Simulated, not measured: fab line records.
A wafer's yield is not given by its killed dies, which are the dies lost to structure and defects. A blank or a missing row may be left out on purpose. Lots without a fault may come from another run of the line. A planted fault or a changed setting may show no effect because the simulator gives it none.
fab line records	flow sky130
record lots=12	wafers=36	last_day=51
route steps=708 shown LDD_HVN@276 POLY_CUT@316 SD_P@326
lots with no fault: from the same line, run without faults
start_h: the number of hours between the record's first day and the start of the first shown wafer of the lot	wait_h: hours since the lot's step before	" unchanged from the row above	L1.1+2: a row that stands for several wafers	- no value present, or no start provided	* or withheld: withheld	< > ~ a bound
route shown NAME@n: NAME is a module with steps in the file, n the number in the route of the first one	usual: mean and standard deviation over wafers with no fault	same: alike in all rows	chamber/n: place in a boat	sites: per-site readings	_std_site: their standard deviation	_edge_site: inner sites' mean taken away from outer sites' mean	radius_mm: how far each site lies from the wafer's centre	mask NAME#n: copy n	behind: the tool/chamber that last shaped the wafer	hold: reason for holding the lot/hours on hold/outcome of the hold	device: names the non-switching transistor (n, p or np)	end of line: at the end of the route, the tests of the same wafers	for a step that has no rows: nothing shown but its recipe	killed: at the first sort, the dies lost to defects and structure; wafer yield is something else	map: dies across one wafer; x = killed, . = not, _ = none there
set.NAME: setting as actually run; set.NAME@STEP: the setting as run at that earlier step	model.NAME: the simulator's own value behind a step, which no gauge read
steps of the route over a sample of lots; a table a step, a row a wafer
services: a tool's chamber out of use, with start hour (start_h, from the record's first day; less than 0 if before it), hours out, and reason
## steps
# step SKY_LDD_HVN_STRIP_09
# recipe chemistry=O2/N2	power_w=1400	pressure_mtorr=1500	platen_temp_c=withheld	o2_flow_sccm=3000	n2_flow_sccm=300	overash_fraction=0.5
# usual drypump_motor_current_A=6.10/0.22	oes_product_au=0.408/0.0052	strip_time_to_endpoint_s=4.133/0.014
lot.wafer	tool	chamber	start_h	wait_h	drypump_motor_current_A	oes_product_au	rf_hours_counter_h	strip_time_to_endpoint_s
L782.1	plasma_asher-04	1	468.63	0.1	6.23	0.407	4	4.121
L782.2	"	0	"	"	6.07	0.409	4	4.142
L782.3	"	0	"	"	6.10	0.415	-	4.129
L787.1	plasma_asher-03	0	523.38	0.1	5.79	0.407	82	4.123
L787.2	"	1	"	"	6.54	0.408	82	4.126
L787.5	"	1	"	"	6.54	0.411	-	4.124
L788.1	plasma_asher-01	1	523.68	0.1	5.89	0.410	71	4.154
L788.2	"	0	"	"	6.15	0.413	71	4.145
L788.3	"	0	"	"	6.15	0.410	-	4.139
L789.1	plasma_asher-04	0	530.04	0.1	6.03	0.409	10	4.124
L789.3	"	0	"	"	6.05	0.412	-	4.123
L789.4	"	1	"	"	6.21	0.409	-	4.128
L790.1	plasma_asher-03	0	549.23	0.1	5.79	0.408	84	4.132
L790.2	"	1	"	"	6.54	0.411	84	4.146
L790.4	"	1	"	"	6.53	0.399	-	4.142
L791.1	plasma_asher-04	0	550.34	0.1	6.07	0.412	12	4.116
L791.4	"	1	"	"	6.23	0.410	-	4.134
L791.6	"	1	"	"	6.24	0.404	-	4.118
L793.2	plasma_asher-01	1	565.34	0.1	5.88	0.404	76	4.108
L793.4	"	1	"	"	5.90	0.409	-	4.143
L793.5	"	1	"	"	5.90	0.409	-	4.148
L797.1	plasma_asher-01	0	600.53	0.1	6.18	0.408	80	4.114
L797.5	"	0	"	"	6.16	0.409	-	4.123
L797.6	"	1	"	"	5.93	0.404	-	4.104
L799.1	plasma_asher-01	0	629.49	0.1	6.15	0.402	82	4.134
L799.2	"	1	"	"	5.89	0.397	82	4.170
L799.4	"	0	"	"	6.15	0.407	-	4.147
L802.1	plasma_asher-03	1	642.53	0.1	6.53	0.406	93	4.109
L802.2	"	0	"	"	5.82	0.401	93	4.139
L802.6	"	0	"	"	5.80	0.411	-	4.117
L803.1	plasma_asher-01	1	659.54	0.1	5.91	0.401	84	4.148
L803.2	"	0	"	"	6.18	0.407	84	4.154
L803.4	"	1	"	"	5.89	0.411	-	4.118
L805.1	plasma_asher-01	0	674.53	0.1	6.16	0.415	85	4.152
L805.5	"	1	"	"	5.92	0.402	-	4.157
L805.6	"	0	"	"	6.16	0.414	-	4.130
# step SKY_LDD_HVN_TW_MEAS_10
# usual LDD_HVN_TW=1436/14
lot.wafer	tool	chamber	start_h	wait_h	LDD_HVN_TW
L782.1	film_metro-04	-	468.73	0.1	1417
L782.2	"	-	"	"	1419
L782.3	"	-	"	"	1418
L787.1	film_metro-04	-	523.48	0.1	1422
L787.2	"	-	"	"	1420
L787.5	"	-	"	"	1417
L788.1	film_metro-01	-	523.78	0.1	1438
L788.2	"	-	"	"	1442
L788.3	"	-	"	"	1436
L789.1	film_metro-04	-	530.14	0.1	1423
L789.3	"	-	"	"	1414
L789.4	"	-	"	"	1421
L790.1	film_metro-04	-	549.33	0.1	1428
L790.2	"	-	"	"	1417
L790.4	"	-	"	"	1422
L791.1	film_metro-03	-	550.44	0.1	1454
L791.4	"	-	"	"	1450
L791.6	"	-	"	"	1453
L793.2	film_metro-01	-	565.45	0.1	1448
L793.4	"	-	"	"	1459
L793.5	"	-	"	"	1439
L797.1	film_metro-03	-	600.63	0.1	1456
L797.5	"	-	"	"	1456
L797.6	"	-	"	"	1453
L799.1	film_metro-03	-	629.59	0.1	1461
L799.2	"	-	"	"	1456
L799.4	"	-	"	"	1459
L802.1	film_metro-04	-	642.63	0.1	1428
L802.2	"	-	"	"	1429
L802.6	"	-	"	"	1434
L803.1	film_metro-03	-	659.64	0.1	1449
L803.2	"	-	"	"	1450
L803.4	"	-	"	"	1447
L805.1	film_metro-01	-	674.63	0.1	1443
L805.5	"	-	"	"	1440
L805.6	"	-	"	"	1439
# step SKY_POLY_CUT_OVL_MEAS_09
# usual POLY_CUT_OVL=0/5.5
lot.wafer	tool	chamber	start_h	wait_h	POLY_CUT_OVL[nm]
L782.1	overlay-01	-	562.82	0.1	6
L782.2	"	-	"	"	1
L782.3	"	-	"	"	9
L787.1	overlay-02	-	615.88	0.1	-7
L787.2	"	-	"	"	-4
L787.5	"	-	"	"	-7
L788.1	overlay-02	-	616.53	0.1	-6
L788.2	"	-	"	"	1
L788.3	"	-	"	"	1
L789.1	overlay-02	-	621.87	0.1	-2
L789.3	"	-	"	"	-6
L789.4	"	-	"	"	0
L790.1	overlay-01	-	641.62	0.1	2
L790.2	"	-	"	"	11
L790.4	"	-	"	"	12
L791.1	overlay-02	-	644.58	0.1	-6
L791.4	"	-	"	"	4
L791.6	"	-	"	"	3
L793.2	overlay-01	-	655.38	0.1	8
L793.4	"	-	"	"	3
L793.5	"	-	"	"	-7
L797.1	overlay-01	-	689.61	0.1	4
L797.5	"	-	"	"	2
L797.6	"	-	"	"	3
L799.1	overlay-02	-	719.37	0.1	11
L799.2	"	-	"	"	3
L799.4	"	-	"	"	1
L802.1	overlay-01	-	731.83	0.1	-6
L802.2	"	-	"	"	-11
L802.6	"	-	"	"	-6
L803.1	overlay-02	-	746.78	0.1	7
L803.2	"	-	"	"	3
L803.4	"	-	"	"	2
L805.1	overlay-02	-	761.28	0.1	5
L805.5	"	-	"	"	3
L805.6	"	-	"	"	4
# step SKY_SD_P_DEVELOP_06
# recipe resist=NOVOLAK	developer=TMAH	develop_time_s=60	dev_temp_c=23
# usual developer_temp_C=22.99/0.11	exhaust_pa=44.9/0.98	resist_line_temp_C=22.98/0.12
lot.wafer	tool	chamber	start_h	wait_h	developer_temp_C	exhaust_pa	resist_line_temp_C
L782.1	litho_track-01	0	593.10	0.1	23.05	45.3	23.13
L782.2	"	0	"	"	23.05	45.0	22.84
L782.3	"	0	"	"	23.10	44.0	22.92
L787.1	litho_track-04	0	645.75	0.1	23.02	45.6	23.12
L787.2	"	0	"	"	22.88	44.0	23.12
L787.5	"	0	"	"	23.04	43.8	23.02
L788.1	litho_track-01	0	646.20	0.1	22.95	44.9	23.07
L788.2	"	0	"	"	22.83	45.3	23.11
L788.3	"	0	"	"	22.88	45.7	23.05
L789.1	litho_track-02	0	650.19	0.1	22.98	46.8	23.02
L789.3	"	0	"	"	22.94	44.5	22.66
L789.4	"	0	"	"	23.01	44.5	22.96
L790.1	litho_track-01	0	671.10	0.1	23.12	43.4	22.97
L790.2	"	0	"	"	23.10	43.1	23.05
L790.4	"	0	"	"	23.03	43.8	22.84
L791.1	litho_track-01	0	673.60	0.1	22.82	45.5	23.04
L791.4	"	0	"	"	22.79	44.4	23.08
L791.6	"	0	"	"	22.82	43.6	22.95
L793.2	litho_track-01	0	683.58	0.1	20.71	44.8	22.98
L793.4	"	0	"	"	20.78	45.8	22.95
L793.5	"	0	"	"	20.88	46.6	23.02
L797.1	litho_track-01	0	718.10	0.1	20.90	44.8	23.02
L797.5	"	0	"	"	20.69	45.8	22.94
L797.6	"	0	"	"	20.82	45.8	23.08
L799.1	litho_track-04	0	747.45	0.1	22.73	43.4	23.02
L799.2	"	0	"	"	22.75	44.9	22.96
L799.4	"	0	"	"	22.79	43.4	23.04
L802.1	litho_track-02	0	759.99	0.1	23.24	42.9	22.90
L802.2	"	0	"	"	22.84	46.2	23.09
L802.6	"	0	"	"	23.05	43.9	23.09
L803.1	litho_track-01	0	774.05	0.1	22.98	45.2	22.80
L803.2	"	0	"	"	23.06	44.0	22.87
L803.4	"	0	"	"	23.13	45.0	22.83
L805.1	litho_track-01	0	788.85	0.1	23.10	43.9	22.84
L805.5	"	0	"	"	22.94	44.4	22.86
L805.6	"	0	"	"	22.93	45.4	22.89
# step SKY_SD_P_CD_MEAS_07
# recipe target_cd_nm=380
# usual cd_nm=378.8/2.1
lot.wafer	tool	chamber	start_h	wait_h	cd_nm
L782.1	cd_sem-02	-	593.25	0.1	379.1
L782.2	"	-	"	"	379.8
L782.3	"	-	"	"	377.6
L787.1	cd_sem-01	-	645.90	0.1	376.6
L787.2	"	-	"	"	379.0
L787.5	"	-	"	"	381.1
L788.1	cd_sem-02	-	646.35	0.1	380.6
L788.2	"	-	"	"	381.6
L788.3	"	-	"	"	381.3
L789.1	cd_sem-02	-	650.34	0.1	379.2
L789.3	"	-	"	"	378.7
L789.4	"	-	"	"	380.8
L790.1	cd_sem-01	-	671.25	0.1	380.3
L790.2	"	-	"	"	378.6
L790.4	"	-	"	"	380.7
L791.1	cd_sem-01	-	673.75	0.1	380.9
L791.4	"	-	"	"	381.0
L791.6	"	-	"	"	380.9
L793.2	cd_sem-01	-	683.72	0.1	386.2
L793.4	"	-	"	"	387.8
L793.5	"	-	"	"	387.2
L797.1	cd_sem-01	-	718.25	0.1	384.9
L797.5	"	-	"	"	387.1
L797.6	"	-	"	"	385.8
L799.1	cd_sem-01	-	747.60	0.1	378.5
L799.2	"	-	"	"	384.3
L799.4	"	-	"	"	379.7
L802.1	cd_sem-01	-	760.14	0.1	378.9
L802.2	"	-	"	"	379.7
L802.6	"	-	"	"	379.0
L803.1	cd_sem-02	-	774.20	0.1	377.4
L803.2	"	-	"	"	380.6
L803.4	"	-	"	"	380.8
L805.1	cd_sem-01	-	789.00	0.1	378.3
L805.5	"	-	"	"	380.1
L805.6	"	-	"	"	379.4
## services
tool	chamber	start_h	hours	kind
plasma_asher-03	-	449.51	0.4	repair
plasma_asher-03	-	461.41	14.6	pm
plasma_asher-03	-	527.25	6.4	repair
plasma_asher-04	-	538.73	4.2	repair
plasma_asher-01	-	544.60	0.6	repair
plasma_asher-03	-	571.70	0.3	repair
plasma_asher-01	-	618.26	0.8	repair
plasma_asher-01	-	619.28	1.6	repair
plasma_asher-01	-	636.11	13.7	repair
plasma_asher-01	-	668.12	1.2	repair
plasma_asher-01	-	716.65	28.1	pm
plasma_asher-03	-	733.80	9.0	pm
plasma_asher-03	0	733.80	9.0	vent_cycle
plasma_asher-03	1	733.80	9.0	vent_cycle
plasma_asher-03	0	742.80	-	clean
plasma_asher-03	1	742.80	-	clean
plasma_asher-04	-	773.84	3.5	repair
## key
first_sign step=SKY_SD_P_DEVELOP_06	reading=developer_temp_C	direction=down	sigmas=21	usual=*	struck=*
effect step=SKY_SD_P_CD_MEAS_07	reading=cd_nm	direction=up	sigmas=3.7	usual=378.8	struck=386.5	through=control_loop
met_at SKY_SD_P_DEVELOP_06
struck_lots L793,L797
tester_left_out L793,L797
loop_trim step=SKY_SD_P_EXPOSE_04	setting=dose	lots=L797
not_acting_at SKY_LDD_HVN_STRIP_09,SKY_LDD_HVN_TW_MEAS_10,SKY_POLY_CUT_OVL_MEAS_09
onset_between 673.60 683.58
fault kind=process_parameter_drift	tool=litho_track-01	chamber=-	onset_h=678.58	steps=SKY_SD_P_DEVELOP_06	channel=dev_temp_c	offset=*	shape=step	end_h=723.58	acts_in=*	stated=*
# tester_left_out: of these lots the tester's yield and bins aren't shown, on N5 and GAA mostly nor the transistor test; their killed dies are dies lost to structure and defects alone, not to doping, threshold or leakage, so they don't give the yield
# loop_trim: a control loop set the setting to another value than it would have without faults
